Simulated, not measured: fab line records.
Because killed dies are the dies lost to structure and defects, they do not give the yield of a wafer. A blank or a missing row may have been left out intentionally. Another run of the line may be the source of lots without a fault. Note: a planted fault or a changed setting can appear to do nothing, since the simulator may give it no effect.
fab line records	flow gf180mcu
[record] lots = 14	wafers = 42	last_day = 34
route steps=602 shown M4@458 M5@535 V5@542
lots that met no fault: taken from a fault-free run of the same line
start_h: the number of hours between the record's first day and the start of the first shown wafer of the lot	wait_h: hours from the lot's prior step to this one	" repeats the value in the row above	L1.1+2: a single row standing in for several wafers	- no value present, or no start provided	* or withheld: withheld	< > ~ a bound
route shown NAME@n: a module of which the file shows steps, and the number in the route of the first	usual: mean and standard deviation over wafers with no fault	same: alike in all rows	chamber/n: place in a boat	sites: the reading at each site	_std_site: standard deviation across them	_edge_site: outer sites' mean less inner sites'	radius_mm: for every site, how far away it sits from the centre of the wafer	mask NAME#n: copy n	behind: the last tool/chamber to shape the wafer	hold: the reason the lot was held/the length of the hold in hours/how it ended	device: which transistor (n, p or np) failed to switch	end of line: tests run on the same wafers once the route is complete	a step with no rows: only its recipe	killed: dies lost to structure and defects at the first sort, not the wafer's yield	map: the dies of a wafer, with x for killed, . for not killed, _ for no die there
set.NAME: the setting that was run; set.NAME@STEP: the one run at that earlier step	model.NAME: the simulator's own value behind a step, which no gauge read
the route's steps for a sample of lots (tables are steps, rows are wafers)
services: when a tool's chamber went out of use (start_h, in hours from the record's first day, below 0 if earlier), for how many hours, and the reason
[[steps]]
[step GF_M4_SPUTTER_02]
[recipe] material = AlCu	target_thk_nm = 450	power_w = 10600	time_s = 23.9	chamber_pressure_pa = 0.4
[usual] throttle_valve_pct = 29.9/0.9
lot.wafer	tool	chamber	start_h	wait_h	throttle_valve_pct
L205.2	pvd_sputter-03	-	513.38	0.0	28.6
L205.3	"	-	"	"	30.3
L205.4	"	-	"	"	29.4
L206.2	pvd_sputter-01	-	523.74	0.0	29.5
L206.3	"	-	"	"	31.4
L206.6	"	-	"	"	29.4
L207.2	pvd_sputter-01	-	538.41	0.0	29.5
L207.4	"	-	"	"	30.0
L207.5	"	-	"	"	31.1
L208.1	pvd_sputter-04	-	541.76	0.0	31.0
L208.2	"	-	"	"	28.7
L208.6	"	-	"	"	29.0
L209.4	pvd_sputter-04	-	556.69	0.0	28.7
L209.5	"	-	"	"	30.9
L209.6	"	-	"	"	29.7
L211.3	pvd_sputter-01	-	575.36	0.0	31.4
L211.4	"	-	"	"	30.1
L211.6	"	-	"	"	31.2
L212.3	pvd_sputter-01	-	580.34	0.0	29.4
L212.5	"	-	"	"	31.3
L212.6	"	-	"	"	30.2
L215.3	pvd_sputter-03	-	602.20	0.0	28.9
L215.4	"	-	"	"	30.4
L215.6	"	-	"	"	30.2
L216.1	pvd_sputter-01	-	605.79	0.0	30.1
L216.5	"	-	"	"	31.0
L216.6	"	-	"	"	30.2
L222.2	pvd_sputter-01	-	651.28	0.0	30.0
L222.3	"	-	"	"	29.3
L222.6	"	-	"	"	31.3
L224.2	pvd_sputter-04	-	665.47	0.0	28.6
L224.3	"	-	"	"	29.6
L224.5	"	-	"	"	30.9
L226.1	pvd_sputter-04	-	677.97	0.0	29.7
L226.3	"	-	"	"	30.9
L226.4	"	-	"	"	29.5
L227.1	pvd_sputter-03	-	681.02	0.0	30.5
L227.3	"	-	"	"	29.1
L227.6	"	-	"	"	29.9
L228.3	pvd_sputter-04	-	691.18	0.0	31.2
L228.4	"	-	"	"	30.0
L228.5	"	-	"	"	29.6
[step GF_M5_ETCH_09]
[recipe] chemistry = CF4/O2	target = Si3N4	target_depth_nm = 52	source_w = 800	bias_w = 150	pressure_mtorr = 150	cf4_flow_sccm = 80	O2_flow_sccm = 10	time_s = 11.6
[usual] drypump_motor_current_A = 5.6/0.46	oes_product_au = 1.002/0.012	throttle_valve_pct = 5.970/0.01
lot.wafer	tool	chamber	start_h	wait_h	drypump_motor_current_A	oes_product_au	rf_hours_counter_h	throttle_valve_pct
L205.2	rie_diel-01	1	605.25	0.0	5.1	1.016	3	5.982
L205.3	"	3	"	"	6.3	0.991	51	5.981
L205.4	"	0	"	"	6.2	1.013	30	5.982
L206.2	rie_diel-01	3	614.35	0.0	6.3	0.997	51	5.950
L206.3	"	2	"	"	6.6	1.027	2	5.971
L206.6	"	2	"	"	6.6	1.028	-	5.983
L207.2	rie_diel-03	1	628.80	0.0	5.0	0.999	4	5.966
L207.4	"	0	"	"	5.5	1.015	3	5.966
L207.5	"	2	"	"	5.8	1.002	-	5.951
L208.1	rie_diel-03	0	631.55	0.0	5.5	1.000	3	5.964
L208.2	"	2	"	"	5.8	1.006	9	5.972
L208.6	"	2	"	"	5.8	1.002	-	5.975
L209.4	rie_diel-02	2	645.60	0.0	5.1	0.970	37	5.953
L209.5	"	0	"	"	5.4	0.990	-	5.990
L209.6	"	3	"	"	5.8	0.975	-	5.980
L211.3	rie_diel-03	0	661.98	0.0	5.5	0.991	4	5.968
L211.4	"	1	"	"	5.1	1.009	5	5.978
L211.6	"	2	"	"	5.8	0.997	-	5.971
L212.3	rie_diel-02	1	665.93	0.0	5.3	1.020	3	5.968
L212.5	"	1	"	"	5.3	1.009	-	5.984
L212.6	"	0	"	"	5.5	0.988	-	5.965
L215.3	rie_diel-02	3	686.10	0.0	5.8	1.002	36	5.961
L215.4	"	1	"	"	5.3	1.021	4	5.994
L215.6	"	3	"	"	5.7	1.000	-	5.960
L216.1	rie_diel-03	3	688.10	0.0	5.8	1.010	21	5.977
L216.5	"	0	"	"	5.5	0.993	-	5.956
L216.6	"	1	"	"	5.0	1.014	-	5.982
L222.2	rie_diel-03	2	729.90	0.0	5.8	1.001	12	5.976
L222.3	"	0	"	"	5.5	0.990	7	5.963
L222.6	"	2	"	"	5.8	1.006	-	5.949
L224.2	rie_diel-01	0	742.05	0.0	6.2	1.004	36	5.964
L224.3	"	1	"	"	5.0	1.005	9	5.973
L224.5	"	0	"	"	6.2	1.012	-	5.978
L226.1	rie_diel-01	2	753.83	0.0	6.6	1.006	8	5.965
L226.3	"	0	"	"	6.3	1.001	37	5.955
L226.4	"	1	"	"	5.0	0.993	9	5.980
L227.1	rie_diel-03	3	755.20	0.0	5.8	1.001	24	5.988
L227.3	"	0	"	"	5.5	0.995	8	5.957
L227.6	"	0	"	"	5.6	0.997	-	5.976
L228.3	rie_diel-02	0	765.60	0.0	5.5	1.005	20	5.959
L228.4	"	1	"	"	5.3	1.015	7	5.982
L228.5	"	1	"	"	5.3	1.013	-	5.983
[step GF_V5_CVD_02]
[recipe] material = SiO2	target_thk_nm = 1450	precursor = TEOS	temp_c = 400	time_s = 163.28	rf_w = 600
[usual] heater_power_w = 652/79
lot.wafer	tool	chamber	start_h	wait_h	heater_power_w
L205.2	pecvd-03	1	606.02	0.0	511
L205.3	"	2	"	"	767
L205.4	"	1	"	"	620
L206.2	pecvd-02	0	615.16	0.0	687
L206.3	"	1	"	"	700
L206.6	"	0	"	"	579
L207.2	pecvd-03	1	629.62	0.0	538
L207.4	"	0	"	"	661
L207.5	"	1	"	"	633
L208.1	pecvd-02	2	632.36	0.1	692
L208.2	"	1	"	"	598
L208.6	"	2	"	"	577
L209.4	pecvd-01	1	646.62	0.1	637
L209.5	"	0	"	"	608
L209.6	"	2	"	"	844
L211.3	pecvd-03	1	663.10	0.0	633
L211.4	"	2	"	"	626
L211.6	"	1	"	"	523
L212.3	pecvd-03	1	666.82	0.0	605
L212.5	"	1	"	"	519
L212.6	"	2	"	"	786
L215.3	pecvd-02	0	686.88	0.0	696
L215.4	"	0	"	"	577
L215.6	"	1	"	"	578
L216.1	pecvd-03	1	688.99	0.1	645
L216.5	"	1	"	"	510
L216.6	"	0	"	"	701
L222.2	pecvd-02	0	730.70	0.0	722
L222.3	"	2	"	"	696
L222.6	"	1	"	"	586
L224.2	pecvd-03	2	742.87	0.0	664
L224.3	"	1	"	"	646
L224.5	"	0	"	"	697
L226.1	pecvd-01	2	754.76	0.1	792
L226.3	"	2	"	"	829
L226.4	"	1	"	"	651
L227.1	pecvd-02	1	756.00	0.1	722
L227.3	"	0	"	"	670
L227.6	"	0	"	"	707
L228.3	pecvd-03	2	766.49	0.0	762
L228.4	"	0	"	"	709
L228.5	"	1	"	"	520
[step GF_V5_EXPOSE_11]
[recipe] mask_id = Via5	target_cd_nm = 260	na = 0.68	source_shape = conventional	sigma_outer = 0.6	dose_mj = 38
[usual] exposure_dose_mJ_cm2 = 38.00/0.04	focus_offset_nm = 0.1/0.48
lot.wafer	tool	chamber	start_h	wait_h	mask	exposure_dose_mJ_cm2	focus_offset_nm
L205.2	krf_scanner-02	0	617.12	-	Via5#0	37.99	0.5
L205.3	"	0	"	"	Via5#0	37.99	-0.3
L205.4	"	0	"	"	Via5#0	38.05	0.1
L206.2	krf_scanner-01	0	626.45	-	Via5#0	38.09	0.8
L206.3	"	0	"	"	Via5#0	37.98	-0.2
L206.6	"	0	"	"	Via5#0	38.09	-0.4
L207.2	krf_scanner-02	0	640.07	-	Via5#0	37.97	-0.1
L207.4	"	0	"	"	Via5#0	37.91	0.4
L207.5	"	0	"	"	Via5#0	37.96	0.3
L208.1	krf_scanner-02	0	643.05	-	Via5#0	38.05	0.0
L208.2	"	0	"	"	Via5#0	38.05	0.4
L208.6	"	0	"	"	Via5#0	38.06	1.2
L209.4	krf_scanner-02	0	657.05	-	Via5#0	38.08	0.2
L209.5	"	0	"	"	Via5#0	38.06	-0.2
L209.6	"	0	"	"	Via5#0	38.07	-0.3
L211.3	krf_scanner-02	0	673.68	-	Via5#0	37.97	0.3
L211.4	"	0	"	"	Via5#0	38.01	0.4
L211.6	"	0	"	"	Via5#0	37.99	0.2
L212.3	krf_scanner-01	0	677.04	-	Via5#0	37.97	0.4
L212.5	"	0	"	"	Via5#0	37.97	-0.1
L212.6	"	0	"	"	Via5#0	37.98	0.3
L215.3	krf_scanner-01	0	696.63	-	Via5#0	37.99	0.2
L215.4	"	0	"	"	Via5#0	38.00	-0.1
L215.6	"	0	"	"	Via5#0	37.96	-0.3
L216.1	krf_scanner-01	0	698.98	-	Via5#0	38.04	0.6
L216.5	"	0	"	"	Via5#0	38.00	0.6
L216.6	"	0	"	"	Via5#0	38.03	0.4
L222.2	krf_scanner-01	-	740.00	-	Via5#0	-	-
L222.3	"	-	"	"	Via5#0	-	-
L222.6	"	-	"	"	Via5#0	-	-
L224.2	krf_scanner-02	-	752.44	-	Via5#0	-	-
L224.3	"	-	"	"	Via5#0	-	-
L224.5	"	-	"	"	Via5#0	-	-
L226.1	krf_scanner-01	0	763.91	-	Via5#0	37.99	0.7
L226.3	"	0	"	"	Via5#0	37.95	0.0
L226.4	"	0	"	"	Via5#0	38.06	-0.5
L227.1	krf_scanner-01	0	765.18	-	Via5#0	38.00	0.0
L227.3	"	0	"	"	Via5#0	38.06	0.4
L227.6	"	0	"	"	Via5#0	38.06	-0.2
L228.3	krf_scanner-02	0	775.95	-	Via5#0	38.03	0.6
L228.4	"	0	"	"	Via5#0	38.07	-0.4
L228.5	"	0	"	"	Via5#0	38.09	0.4
[[services]]
tool	chamber	start_h	hours	kind
krf_scanner-01	-	493.87	7.2	pm
krf_scanner-02	-	552.66	0.6	repair
krf_scanner-02	-	554.79	1.3	pm
krf_scanner-02	-	567.29	0.8	pm
krf_scanner-02	-	571.11	1.0	pm
krf_scanner-01	-	584.16	0.8	pm
pvd_sputter-01	-	584.54	2.1	repair
rie_diel-03	2	590.55	1.2	repair
krf_scanner-01	-	598.32	1.0	pm
krf_scanner-02	-	602.70	4.0	pm
pecvd-03	1	607.41	19.4	repair
krf_scanner-01	-	660.32	1.3	pm
krf_scanner-02	-	694.56	14.3	repair
pecvd-03	-	719.31	5.5	pm
krf_scanner-02	-	730.69	1.3	pm
krf_scanner-02	-	736.09	0.8	pm
pecvd-03	-	739.27	0.9	repair
krf_scanner-02	-	740.11	1.0	pm
krf_scanner-02	-	741.71	1.4	repair
krf_scanner-01	-	752.96	0.8	pm
krf_scanner-01	-	753.95	8.3	repair
krf_scanner-02	-	762.30	0.8	pm
krf_scanner-01	-	767.32	1.0	pm
krf_scanner-01	-	768.67	15.0	repair
[[key]]
[first_sign] step = GF_V5_EXPOSE_11	reading = tool_record	direction = missing
effect none on later readings
met_at GF_V5_EXPOSE_11
struck_lots L222,L224
later_rows_left_out L222.2,L222.3,L222.6,L224.2,L224.3,L224.5
sort_left_out L222.2,L222.3,L222.6,L224.2,L224.3,L224.5
not_acting_at GF_M4_SPUTTER_02,GF_M5_ETCH_09,GF_V5_CVD_02
onset_between 698.98 740.00
[fault] kind = skipped_step_whole	tool = krf_scanner-01,krf_scanner-02	chamber = -	onset_h = 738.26	steps = GF_V5_EXPOSE_11	scope = struck_lots_only
// sort_left_out: the simulated sort isn't trusted on such a fault, so these wafers' sort isn't shown, and their yield isn't known
// later_rows_left_out: the simulator's readings of these wafers behind a module that went badly wrong aren't trusted and aren't shown, but for the sort
